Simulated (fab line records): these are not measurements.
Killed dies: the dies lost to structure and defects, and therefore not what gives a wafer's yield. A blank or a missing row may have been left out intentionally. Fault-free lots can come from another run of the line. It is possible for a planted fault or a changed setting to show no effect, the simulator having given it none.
fab line records    flow gf180mcu
record lots=6  wafers=18  lastDay=34
route steps=602 shown VT_IMPLANT@95
lots untouched by any fault: they come from a run of this same line in which no faults occurred
startH: start of the lot's first displayed wafer, in hours after the record's first day    waitH: hours since the lot's step before    " as in the row above    L1.1+2: one row covering several wafers at once    - value missing, or start not given    * or withheld: withheld    < > ~ a bound
route shown NAME@n: NAME is a module with steps in the file, n the number in the route of the first one    usual: mean/standard deviation taken from wafers without a fault    same: alike in all rows    chamber/n: place in a boat    sites: per-site readings    _std_site: their standard deviation    _edge_site: mean of outer sites minus mean of inner sites    radiusMm: for every site, how far away it sits from the centre of the wafer    mask NAME#n: copy n    behind: the last tool/chamber to shape the wafer    hold: why the lot was held/for how many hours/how that ended    device: the n, p or np transistor that did not switch    end of line: tests run on the same wafers once the route is complete    for a step that has no rows: nothing shown but its recipe    killed: dies lost to structure and defects at the first sort, not the wafer's yield    map: dies across one wafer; x = killed, . = not, _ = none there
set.NAME: the setting as run; set.NAME@STEP: as run at that earlier step    model.NAME: the simulator's own value behind a step, which no gauge read
lots seen at some steps along the route; tables by step, rows by wafer
services: from which hour (startH, from the record's first day; less than 0 if before it) a tool's chamber was out of use, for how many hours, and why
## steps
# step GF_VT_IMPLANT_PEB_05
# recipe tempC=withheld  timeS=*  resist=NOVOLAK
# step GF_VT_IMPLANT_DEVELOP_06
# recipe developTimeS=60  devTempC=23
# step GF_VT_IMPLANT_OVL_MEAS_07
# usual VT_IMPLANT_OVL=0.0/1.3
lot.wafer  tool        chamber  startH  waitH  VT_IMPLANT_OVL[nm]
L935.1     overlay-01  -        148.64  0.1    -1.0
L935.4     "           -        "       "      -0.6
L935.6     "           -        "       "      1.1
L938.1     overlay-01  -        166.47  0.1    -0.4
L938.2     "           -        "       "      -0.9
L938.6     "           -        "       "      -1.6
L943.1     overlay-01  -        197.07  0.1    0.3
L943.3     "           -        "       "      0.5
L943.4     "           -        "       "      -0.9
L944.1     overlay-02  -        204.97  0.1    -1.6
L944.2     "           -        "       "      -0.6
L944.3     "           -        "       "      0.1
L946.1     overlay-02  -        221.02  0.1    0.5
L946.2     "           -        "       "      -0.8
L946.6     "           -        "       "      0.1
L952.3     overlay-02  -        258.78  0.1    1.0
L952.4     "           -        "       "      0.9
L952.5     "           -        "       "      0.7
# step GF_VT_IMPLANT_IMPLANT_08
# recipe species=BF2  energyKev=20  doseCm2=8.29e+12  tiltDeg=7
# step GF_VT_IMPLANT_STRIP_09
# recipe chemistry=O2/N2  powerW=1400  pressureMtorr=1500  platenTempC=250  o2FlowSccm=3000  n2FlowSccm=300  overashFraction=0.5
# usual drypumpMotorCurrentA=5.8/0.5  heaterPowerW=346/23  oesProductAu=0.715/0.0044  stripTimeToEndpointS=12.63/0.032
lot.wafer  tool            chamber  startH  waitH  drypumpMotorCurrentA  heaterPowerW  oesProductAu  rfHoursCounterH  stripTimeToEndpointS
L935.1     plasmaAsher-01  0        148.83  0.1    5.3                   341           0.715         50               12.64
L935.4     "               0        "       "      5.3                   356           0.716         -                12.62
L935.6     "               0        "       "      5.3                   350           0.714         -                12.65
L938.1     plasmaAsher-03  0        166.65  0.1    5.3                   353           0.713         56               12.66
L938.2     "               1        "       "      5.4                   320           0.723         56               12.68
L938.6     "               1        "       "      5.4                   310           0.717         -                12.67
L943.1     plasmaAsher-01  0        197.25  0.1    5.3                   346           0.709         55               12.65
L943.3     "               1        "       "      6.3                   347           0.716         -                12.71
L943.4     "               0        "       "      5.3                   349           0.716         -                12.69
L944.1     plasmaAsher-03  0        205.16  0.1    5.3                   364           0.723         60               12.57
L944.2     "               1        "       "      5.4                   310           0.712         60               12.60
L944.3     "               1        "       "      5.4                   315           0.717         -                12.58
L946.1     plasmaAsher-01  0        221.21  0.1    5.3                   346           0.716         57               12.63
L946.2     "               1        "       "      6.3                   345           0.710         57               12.63
L946.6     "               0        "       "      5.3                   351           0.720         -                12.64
L952.3     plasmaAsher-01  1        258.98  0.1    6.3                   354           0.715         -                12.59
L952.4     "               0        "       "      5.3                   346           0.717         -                12.59
L952.5     "               0        "       "      5.3                   345           0.715         -                12.59
# step GF_VT_IMPLANT_TW_MEAS_10
# usual VT_IMPLANT_TW=559/7.9
lot.wafer  tool          chamber  startH  waitH  VT_IMPLANT_TW
L935.1     filmMetro-04  -        148.93  0.1    564
L935.4     "             -        "       "      569
L935.6     "             -        "       "      566
L938.1     filmMetro-02  -        166.75  0.1    551
L938.2     "             -        "       "      553
L938.6     "             -        "       "      550
L943.1     filmMetro-04  -        197.35  0.1    569
L943.3     "             -        "       "      565
L943.4     "             -        "       "      569
L944.1     filmMetro-04  -        205.26  0.1    569
L944.2     "             -        "       "      566
L944.3     "             -        "       "      566
L946.1     filmMetro-02  -        221.31  0.1    552
L946.2     "             -        "       "      552
L946.6     "             -        "       "      551
L952.3     filmMetro-01  -        259.07  0.1    563
L952.4     "             -        "       "      563
L952.5     "             -        "       "      562
# step GF_VT_IMPLANT_DEHYDRATE_11
# recipe tempC=200  timeS=60
# step GF_VT_IMPLANT_HMDS_12
# recipe primeTimeS=60  primeTempC=120
# step GF_VT_IMPLANT_COAT_13
# recipe resist=NOVOLAK  spinRpm=3000  resistThkNm=1000
# step GF_VT_IMPLANT_SOFTBAKE_14
# recipe tempC=90  timeS=60  resist=NOVOLAK
# step GF_VT_IMPLANT_EXPOSE_15
# recipe maskId=Nwell_LV_AREA  targetCdNm=860  na=0.6  sourceShape=conventional  sigmaOuter=0.6  doseMj=140
# step GF_VT_IMPLANT_PEB_16
# recipe tempC=withheld  timeS=*  resist=NOVOLAK
# step GF_VT_IMPLANT_DEVELOP_17
# recipe developTimeS=60  devTempC=23
# usual chillPlateTempC=22.99/0.11  developTimeS=60/0  resistLineTempC=22.99/0.1
lot.wafer  tool           chamber  startH  waitH  chillPlateTempC  developTimeS  resistLineTempC
L935.1     lithoTrack-04  0        164.29  0.1    22.82            60            23.09
L935.4     "              0        "       "      23.13            60            23.16
L935.6     "              0        "       "      22.81            60            23.28
L938.1     lithoTrack-01  0        183.32  0.1    22.91            60            23.00
L938.2     "              0        "       "      23.00            60            22.88
L938.6     "              0        "       "      23.08            60            22.90
L943.1     lithoTrack-04  -        214.39  0.1    -                -             -
L943.3     "              -        "       "      -                -             -
L943.4     "              -        "       "      -                -             -
L944.1     lithoTrack-03  -        222.67  0.1    -                -             -
L944.2     "              -        "       "      -                -             -
L944.3     "              -        "       "      -                -             -
L946.1     lithoTrack-01  0        238.77  0.1    23.02            60            22.97
L946.2     "              0        "       "      22.96            60            22.85
L946.6     "              0        "       "      22.97            60            22.96
L952.3     lithoTrack-03  0        278.56  0.1    22.96            60            23.17
L952.4     "              0        "       "      22.98            60            23.06
L952.5     "              0        "       "      22.85            60            23.18
# step GF_VT_IMPLANT_OVL_MEAS_18
# usual VT_IMPLANT_01_OVL=1.3/1.5
lot.wafer  tool        chamber  startH  waitH  VT_IMPLANT_01_OVL[nm]
L935.1     overlay-02  -        164.44  0.1    3.5
L935.4     "           -        "       "      3.6
L935.6     "           -        "       "      2.8
L938.1     overlay-01  -        183.47  0.1    1.9
L938.2     "           -        "       "      1.3
L938.6     "           -        "       "      3.0
L943.1     overlay-02  -        214.54  0.1    -
L943.3     "           -        "       "      -
L943.4     "           -        "       "      -
L944.1     overlay-02  -        222.82  0.1    -
L944.2     "           -        "       "      -
L944.3     "           -        "       "      -
L946.1     overlay-01  -        238.92  0.1    3.5
L946.2     "           -        "       "      2.5
L946.6     "           -        "       "      1.7
L952.3     overlay-02  -        278.68  0.1    1.2
L952.4     "           -        "       "      2.3
L952.5     "           -        "       "      1.4
## services
tool            chamber  startH  hours  kind
plasmaAsher-03  -        132.79  2.2    repair
plasmaAsher-01  -        144.92  1.0    repair
plasmaAsher-03  -        152.06  4.7    repair
plasmaAsher-01  -        179.83  1.8    repair
## key
firstSign step=GF_VT_IMPLANT_DEVELOP_17  reading=toolRecord  direction=missing
effect none on later readings
metAt GF_VT_IMPLANT_DEVELOP_17
struckWafers L943.1,L943.3,L943.4,L944.1,L944.2,L944.3
laterRowsLeftOut L943.1,L943.3,L943.4,L944.1,L944.2,L944.3
sortLeftOut L943.1,L943.3,L943.4,L944.1,L944.2,L944.3
testerLeftOut L943,L944
onsetBetween 164.29 214.39
fault kind=skippedStepWhole  tool=lithoTrack-03,lithoTrack-04  chamber=-  onsetH=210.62  steps=GF_VT_IMPLANT_DEVELOP_17  scope=struckLotsOnly
# testerLeftOut: of these lots the tester's yield and bins aren't shown, on N5 and GAA mostly nor the transistor test; their killed dies are dies lost to structure and defects alone, not to doping, threshold or leakage, so they don't give the yield
# sortLeftOut: the simulated sort isn't trusted on such a fault, so these wafers' sort isn't shown, and their yield isn't known
# laterRowsLeftOut: the simulator's readings of these wafers behind a module that went badly wrong aren't trusted and aren't shown, but for the sort
